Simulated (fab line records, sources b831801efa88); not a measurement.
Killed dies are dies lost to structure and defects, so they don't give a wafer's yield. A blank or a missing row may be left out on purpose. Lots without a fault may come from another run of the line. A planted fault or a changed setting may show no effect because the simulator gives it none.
A struck lot beside a sound one | flow gf180mcu | 28 steps out of a route of 602
Sound: wafers L604.1, L604.4, L604.6. Struck: wafers L601.1, L601.5, L601.6. The cause comes at the end.
At each step with rows: each side's tool, then ch and its chambers, then its first start. Under that, the readings that differ: sound wafers | struck wafers | difference of the means | sigmas: that difference in standard deviations of wafers without a fault.
alike: readings whose means differ by less than 2 such deviations, and words and numbers that are the same on both sides. not compared: withheld readings, readings that some wafer has no value for, bounds like >300 that may hide the same value, and numbers for which the record gives no deviation and whose values overlap.
The two part at a step that has a row with sigmas, a row that says differs or no value, or rows on one side only. Numbers that don't overlap but have no deviation are shown without sigmas and don't part them. A reading that every wafer of one side lacks parts them only if that side has two wafers or more.

first, 3 steps without rows for these wafers: GF_M5_EXPOSE_04 (exposes mask Metal5, target cd 280 nm); GF_M5_PEB_05 (peb time 90 s); GF_M5_DEVELOP_06 (develop time 60 s).
GF_M5_CD_MEAS_07: target cd 280 nm.
  sound on cd_sem-01, day 32 01:15; struck on cd_sem-02, day 31 15:39
  alike: cd_nm
GF_M5_OVL_MEAS_08:
  sound on overlay-02, day 32 01:22; struck on overlay-01, day 31 15:46
  alike: M5_OVL
GF_M5_ETCH_09: etches Si3N4 in CF4/O2, target depth 52 nm, time 11.6 s.
  sound on rie_diel-03 ch 1,3, day 32 01:24; struck on rie_diel-01 ch 1,2, day 31 15:48
  reading                     | sound       | struck      | difference | sigmas
  drypump_motor_current_A (A) | 5.5 5.3 5.3 | 6.4 5.8 6.5 | +0.9       | +2
  alike: oes_product_au, throttle_valve_pct
  not compared: rf_hours_counter_h
GF_M5_METAL_ETCH_10: etches the open film in Cl2/BCl3, stops on SiO2, target depth 627.5 nm, time 104.6 s.
  sound on rie_metal-04 ch 0, day 32 01:26; struck on rie_metal-01 ch 0,1, day 31 15:50
  alike: bcl3_flow_sccm, drypump_motor_current_A, oes_product_au, throttle_valve_pct
  not compared: rf_hours_counter_h
GF_M5_STRIP_11: strips in O2/N2.
  sound on plasma_asher-02 ch 0,1, day 32 01:39; struck on plasma_asher-02 ch 0,1, day 31 15:56
  alike: drypump_motor_current_A, heater_power_w, oes_product_au, strip_time_to_endpoint_s
  not compared: rf_hours_counter_h
then, 3 steps without rows for these wafers: GF_M5_STRIP_12 (strips in post etch residue remover, time 1200 s); GF_M5_CLEAN_13 (cleans in DIW); GF_V5_CVD_00 (deposits SiO2, target thk 300 nm, time 50 s).
GF_V5_THK_MEAS_01:
  sound on film_metro-01, day 32 02:14; struck on film_metro-01, day 31 16:31
  alike: V5_CVD_00_THK
GF_V5_CVD_02: deposits SiO2 from TEOS, target thk 1450 nm, time 163.28 s.
  sound on pecvd-02 ch 0,1,2, day 32 02:17; struck on pecvd-04 ch 0,2, day 31 16:35
  no value came back on the struck wafers for heater_power_outer_w (W), heater_power_w (W), time_s (s); on the sound wafers heater_power_outer_w (W) reads 214 296 429
GF_V5_CMP_04: polishes SiO2.
  sound on cmp-01 ch 1,2,3, day 32 02:34; struck on cmp-01 ch 0,3, day 31 16:48
  alike: motor_current_A
GF_V5_BOW_MEAS_05:
  sound on film_metro-02, day 32 02:46; struck on film_metro-01, day 31 17:06
  reading     | sound       | struck   | difference | sigmas
  V5_BOW (um) | 132 144 144 | 90 89 86 | -52        | -5
then, 8 steps without rows for these wafers: GF_V5_DEHYDRATE_06 (time 60 s); GF_V5_HMDS_07 (prime time 60 s); GF_V5_COAT_08; GF_V5_COAT_09 (resist thk 1000 nm); GF_V5_SOFTBAKE_10 (time 60 s); GF_V5_EXPOSE_11 (exposes mask Via5, target cd 260 nm); GF_V5_PEB_12 (peb time 90 s); GF_V5_DEVELOP_13 (develop time 60 s).
GF_V5_CD_MEAS_14: target cd 260 nm.
  sound on cd_sem-01, day 32 19:27; struck on cd_sem-01, day 32 09:31
  alike: cd_nm
GF_V5_OVL_MEAS_15:
  sound on overlay-02, day 32 19:34; struck on overlay-02, day 32 09:38
  reading     | sound   | struck  | difference | sigmas
  V5_OVL (nm) | 16 15 5 | 2 -1 -3 | -13        | -2
GF_V5_ETCH_16: etches BARC in N2/H2.
  sound on rie_diel-02 ch 2,3, day 32 19:37; struck on rie_diel-04 ch 0,2,3, day 32 09:41
  alike: drypump_motor_current_A, oes_product_au, throttle_valve_pct
GF_V5_ETCH_17: etches SiO2 in C4F8/O2/Ar, stops on TiN, target depth 855 nm.
  sound on rie_diel-02 ch 2,3; struck on rie_diel-04 ch 0,2,3
  reading                        | sound             | struck            | difference | sigmas
  oes_product_au (a.u.)          | 0.863 0.857 0.860 | 0.547 0.541 0.544 | -0.316     | -69
  model.V5.feature_depth_nm (nm) | 854.3 853.6 853.7 | 301.7 293 300.9   | -555.3     |
  model.etch.depth_nm (nm)       | 854.3 853.6 853.7 | 301.7 293 300.9   | -555.3     |
then, 1 step without rows for these wafers: GF_V5_STRIP_18 (strips in O2/N2).

WHERE THEY PART
First at GF_M5_ETCH_09; last, within this record, at GF_V5_ETCH_17.

WHY: what the simulator had put in
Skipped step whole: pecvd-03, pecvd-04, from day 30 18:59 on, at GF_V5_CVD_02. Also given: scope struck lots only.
